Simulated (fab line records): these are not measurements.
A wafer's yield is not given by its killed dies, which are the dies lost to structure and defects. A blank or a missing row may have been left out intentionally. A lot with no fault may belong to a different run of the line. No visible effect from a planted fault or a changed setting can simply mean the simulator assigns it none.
Code-filled problem report in 8D (eight disciplines) form / flow gf180mcu / the parts of the form that need people (team, actions taken, sign-off) are left out

## 1. WHAT IS WRONG
PSD_TW at GF_PSD_TW_MEAS_11 reads a mean of 30 on 3 wafers of 1 lot; wafers without a fault read 3202 with a standard deviation of 18. That is -99 or more standard deviations from the usual mean.
Earliest sighting: wafer L728.1 on film metro-03 at day 19 23:46. At this step, 39 wafers from 13 lots have a number in the record. The rule behind "out" and "out of limits": a value lying over 4 standard deviations away from the usual mean. The other wafers with a number count as sound.

## 2. WHAT THIS IS AND IS NOT
question=which readings at this step | is=PSD_TW | is not=-
question=which lots | is=L728 | is not=L713, L716, L717, L718, L719, L720, L722, L725, L726, L733, L734, L735
question=which wafers of those lots | is=all that have a number | is not=-
question=read on which gauges | is=film metro-03 | is not=film metro-01, film metro-04
question=when | is=from day 19 23:46 | is not=up to then (27 sound wafers); but 9 sound wafers of L733, L734, L735 came after

## 3. WHAT RULES OUT EACH SUSPECT
Counting: a tool stays on the suspect list if, at a process step up to the reading, it processed all lots that are out and no sound lot following the first of them.
- the gauge at GF_PSD_TW_MEAS_11 is ruled out. All the wafers that are out were read on film metro-03, but those of them that GF_NSD_STRIP_11 has rows for are out there too, on other tools.
- plasma asher-02 at GF_NSD_STRIP_11 (strips in O2/N2): kept. It ran the lot that is out, L728 (day 18 23:36), and no sound lot after that; its last sound lot up to then is L726 (day 18 06:43). On those wafers its own readings are out: oes product au.
- plasma asher-04 at GF_PSD_STRIP_10 (strips in O2/N2): ruled out as a lasting fault. After its first lot that is out, L728 (day 19 23:40), sound lots L734 ran on it.
The count leaves plasma asher-02 at GF_NSD_STRIP_11.

## 4. THE CAUSE (what the simulator had put in)
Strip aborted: plasma asher-02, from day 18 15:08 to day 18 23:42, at GF_NSD_STRIP_11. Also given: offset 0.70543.
Counting left only this tool.

## 5. SEQUENCE OF EFFECTS, ordered by route
One row per reading whose mean, taken over the struck wafers that have a number, lies over 3 standard deviations from the usual. Scope: only readings with a usual standard deviation given in the record; hours: median across lots of the time from each lot's start at the first step in this table that gives one to its start at this step; sigmas: change in usual standard deviations.
hours=0; step=GF_NSD_STRIP_11; reading=oes product au; usual=0.487 a.u.; on struck wafers=0.303; change=-0.184; sigmas=-42
hours=24; step=GF_PSD_STRIP_10; reading=oes product au; usual=0.592 a.u.; on struck wafers=0.653; change=+0.061; sigmas=+14
hours=24; step=GF_PSD_STRIP_10; reading=strip time to endpoint s; usual=16.53 s; on struck wafers=27.24; change=+10.71; sigmas=+99 or more
hours=24; step=GF_PSD_TW_MEAS_11; reading=PSD_TW; usual=3202; on struck wafers=30; change=-3172; sigmas=-99 or more
Its process steps:
- GF_NSD_STRIP_11: strips in O2/N2.
- GF_PSD_STRIP_10: strips in O2/N2.
Readings that are blank on the struck wafers while sound wafers have them: strip time to endpoint s at GF_NSD_STRIP_11.
Later measuring or inspecting steps at which every struck wafer that the step has a row for has a number for every such reading, and none has moved that far: GF_SAB_CD_MEAS_09, GF_CONTACT_THK_MEAS_01.

## 6. WHAT WOULD HAVE CAUGHT IT SOONER
Counted from the fault's start at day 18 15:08, it took 33 hours until the first out-of-limits reading at a measuring or inspecting step in this record, taken at day 19 23:46.
Tool's own readings at GF_NSD_STRIP_11, oes product au: out on all struck wafers the step has rows for; an alarm limit on them would have tripped on the first.
Each of the lots that are out, 1 in all, had begun GF_NSD_STRIP_11 on plasma asher-02 no later than day 19 23:46. None of them would have been spared by holding the tool at that moment.
